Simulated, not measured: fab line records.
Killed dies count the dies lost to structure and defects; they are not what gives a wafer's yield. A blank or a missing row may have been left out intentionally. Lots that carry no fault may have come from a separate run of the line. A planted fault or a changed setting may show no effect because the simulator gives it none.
Which tool did it? | flow gf180mcu | 42 wafers from 14 lots sampled at 5 of the route's 602 steps

== WHAT THE GAUGES SHOWED, per wafer ==
GF_STI_THK_MEAS_30. Usual: STI_OXIDATION_02_THK gives 10.02 nm (standard deviation 0.16).
lot  | measured    | on           | STI_OXIDATION_02_THK (nm) | flag
L332 | day 2 06:49 | filmMetro-04 | 9.72 9.77 9.82            | 
L333 | day 2 11:30 | filmMetro-04 | 10.22 9.99 10.20          | 
L334 | day 2 15:56 | filmMetro-04 | 9.90 9.92 9.89            | 
L337 | day 3 08:10 | filmMetro-03 | 9.97 10.12 9.98           | 
L338 | day 3 13:11 | filmMetro-01 | 10.22 10.02 10.24         | 
L339 | day 3 17:19 | filmMetro-03 | 10.11 10.01 10.13         | 
L340 | day 3 23:38 | filmMetro-04 | 9.94 9.84 9.91            | 
L341 | day 4 05:04 | filmMetro-03 | 9.86 9.82 9.89            | 
L342 | day 4 10:55 | filmMetro-03 | 10.13 10.33 10.11         | 
L343 | day 4 15:32 | filmMetro-01 | 10.18 10.15 9.89          | 
L344 | day 4 19:31 | filmMetro-01 | 7.39 7.25 7.23            | OFF
L345 | day 5 00:28 | filmMetro-01 | 7.74 7.52 7.65            | OFF
L354 | day 7 00:05 | filmMetro-01 | 9.87 9.93 9.89            | 
L355 | day 7 04:02 | filmMetro-04 | 9.90 9.88 9.80            | 

GF_V1_THK_MEAS_01. Usual: V1_CVD_00_THK gives 599 nm (standard deviation 5).
lot  | measured     | on           | V1_CVD_00_THK (nm) | flag
L332 | day 16 23:53 | filmMetro-03 | 601 604 596        | 
L333 | day 17 10:31 | filmMetro-03 | 609 598 599        | 
L334 | day 17 20:47 | filmMetro-04 | 599 595 590        | 
L337 | day 19 00:45 | filmMetro-04 | 590 600 598        | 
L338 | day 19 08:33 | filmMetro-04 | 596 606 605        | 
L339 | day 19 19:28 | filmMetro-04 | 591 599 596        | 
L340 | day 20 05:35 | filmMetro-04 | 600 602 602        | 
L341 | day 20 13:54 | filmMetro-04 | 600 600 599        | 
L342 | day 21 00:23 | filmMetro-01 | 593 585 596        | 
L343 | day 21 11:30 | filmMetro-04 | 595 593 599        | 
L344 | day 21 15:36 | filmMetro-03 | 605 605 600        | 
L345 | day 21 22:11 | filmMetro-03 | 598 592 599        | 
L354 | day 24 21:32 | filmMetro-01 | 607 607 606        | 
L355 | day 25 05:31 | filmMetro-01 | 608 603 600        | 

GF_M2_RS_MEAS_05: uses a four-point probe to measure. Usual: M2_ALCU_RS gives 0.0697 ohm/sq (standard deviation 0.00047).
lot  | measured     | on           | M2_ALCU_RS (ohm/sq)  | flag
L332 | day 18 01:53 | filmMetro-02 | 0.0703 0.0703 0.0705 | 
L333 | day 18 12:44 | filmMetro-04 | 0.0698 0.0692 0.0697 | 
L334 | day 18 23:42 | filmMetro-02 | 0.0710 0.0707 0.0708 | 
L337 | day 20 03:14 | filmMetro-04 | 0.0702 0.0699 0.0702 | 
L338 | day 20 13:00 | filmMetro-02 | 0.0695 0.0699 0.0694 | 
L339 | day 20 22:40 | filmMetro-04 | 0.0698 0.0692 0.0704 | 
L340 | day 21 08:32 | filmMetro-03 | 0.0692 0.0697 0.0692 | 
L341 | day 21 15:47 | filmMetro-02 | 0.0702 0.0691 0.0700 | 
L342 | day 22 02:22 | filmMetro-04 | 0.0695 0.0691 0.0684 | 
L343 | day 22 13:52 | filmMetro-04 | 0.0696 0.0695 0.0695 | 
L344 | day 22 17:40 | filmMetro-03 | 0.0700 0.0698 0.0701 | 
L345 | day 23 00:15 | filmMetro-03 | 0.0700 0.0690 0.0704 | 
L354 | day 25 21:13 | filmMetro-02 | 0.0692 0.0693 0.0689 | 
L355 | day 26 05:01 | filmMetro-03 | 0.0693 0.0700 0.0692 | 

== WHAT TOOL EACH LOT RAN ON (gives the tool, then ch and the chambers of the sampled wafers, and finally the start) ==
lot  | GF_STI_OXIDATION_29          | GF_M1_SPUTTER_04
L332 | furnace-01 ch 0, day 2 05:25 | pvdSputter-03, day 16 00:46
L333 | furnace-02 ch 0, day 2 10:04 | pvdSputter-03, day 16 10:57
L334 | furnace-01 ch 0, day 2 14:32 | pvdSputter-01, day 16 20:58
L337 | furnace-02 ch 0, day 3 06:46 | pvdSputter-02, day 18 00:16
L338 | furnace-01 ch 0, day 3 11:47 | pvdSputter-03, day 18 07:36
L339 | furnace-01 ch 0, day 3 15:54 | pvdSputter-03, day 18 17:46
L340 | furnace-02 ch 0, day 3 22:15 | pvdSputter-03, day 19 03:46
L341 | furnace-02 ch 0, day 4 03:40 | pvdSputter-01, day 19 12:40
L342 | furnace-01 ch 0, day 4 09:31 | pvdSputter-01, day 19 23:07
L343 | furnace-01 ch 0, day 4 14:07 | pvdSputter-02, day 20 10:22
L344 | furnace-01 ch 0, day 4 18:07 | pvdSputter-02, day 20 14:50
L345 | furnace-01 ch 0, day 4 23:04 | pvdSputter-02, day 20 21:35
L354 | furnace-02 ch 0, day 6 22:40 | pvdSputter-02, day 23 22:31
L355 | furnace-02 ch 0, day 7 02:39 | pvdSputter-03, day 24 06:56
- GF_STI_OXIDATION_29: stabilise 600 s, purge 300 s, target thk 10 nm.
- GF_M1_SPUTTER_04: material TiN, target thk 50 nm, time 41.7 s.

== AS READ BY THE TOOLS THEMSELVES (means over the sampled wafers that have a number; for cases with no such wafer, the mark the record gives instead) ==
GF_STI_OXIDATION_29. Usual: spikeTcLowerC 901.0 C, standard deviation 1.8; zonePowerLowerPct 17.3 %, standard deviation 1.1.
lot  | tool       | spikeTcLowerC (C) | zonePowerLowerPct (%) | flag
L332 | furnace-01 | 901.7             | 18.5                  | 
L333 | furnace-02 | 900.5             | 16.3                  | 
L334 | furnace-01 | 903.1             | 18.5                  | 
L337 | furnace-02 | 899.0             | 16.2                  | 
L338 | furnace-01 | 902.2             | 18.5                  | 
L339 | furnace-01 | 903.0             | 18.4                  | 
L340 | furnace-02 | 899.4             | 16.2                  | 
L341 | furnace-02 | 899.6             | 16.2                  | 
L342 | furnace-01 | 902.6             | 18.7                  | 
L343 | furnace-01 | 902.6             | 18.3                  | 
L344 | furnace-01 | 902.4             | 18.3                  | 
L345 | furnace-01 | 902.3             | 18.5                  | 
L354 | furnace-02 | 899.7             | 16.1                  | 
L355 | furnace-02 | 898.9             | 16.3                  | 

GF_M1_SPUTTER_04. Usual: throttleValvePct 29.6 %, standard deviation 1.2.
lot  | tool          | throttleValvePct (%) | flag
L332 | pvdSputter-03 | 29.7                 | 
L333 | pvdSputter-03 | 29.8                 | 
L334 | pvdSputter-01 | 28.9                 | 
L337 | pvdSputter-02 | 31.2                 | 
L338 | pvdSputter-03 | 29.4                 | 
L339 | pvdSputter-03 | 29.3                 | 
L340 | pvdSputter-03 | 29.3                 | 
L341 | pvdSputter-01 | 30.4                 | 
L342 | pvdSputter-01 | 29.5                 | 
L343 | pvdSputter-02 | 29.5                 | 
L344 | pvdSputter-02 | 28.8                 | 
L345 | pvdSputter-02 | 30.6                 | 
L354 | pvdSputter-02 | 31.4                 | 
L355 | pvdSputter-03 | 29.8                 | 

== THE ANSWER, worked out from the rows above alone ==
Rule: take the mean of a lot's wafers that have a number; if it is more than 3 standard deviations from the usual mean, the lot is off. A lot without any number at a reading at which 4 lots or more have one is off too. Where the step has rows for the other lots, those lots are counted as sound. After the gauges, taken in route order, come the tools' own readings; for these a lot's mean is taken, as printed above. The first step at which some lot is off is used, and at that step the reading that is off furthest; a lot without a number counts as furthest.
Off: L344, L345, seen at GF_STI_THK_MEAS_30 (STI_OXIDATION_02_THK).
If a tool, at a process step before that reading, ran all the lots that are off and no sound lot after the first of them, it fits. Gauges at GF_STI_THK_MEAS_30: tried the same way as those tools. One fits: GF_STI_OXIDATION_29 on furnace-01. Its last sound lot is L343 (day 4 14:07), its first lot that is off L344 (day 4 18:07): a fault that began between those two fits.

== WHAT THE SIMULATOR HAD PUT IN ==
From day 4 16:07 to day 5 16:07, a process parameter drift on furnace-01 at GF_STI_OXIDATION_29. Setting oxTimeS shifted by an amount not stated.
Struck lots among those shown: L344, L345. The rule above reached the same finding.
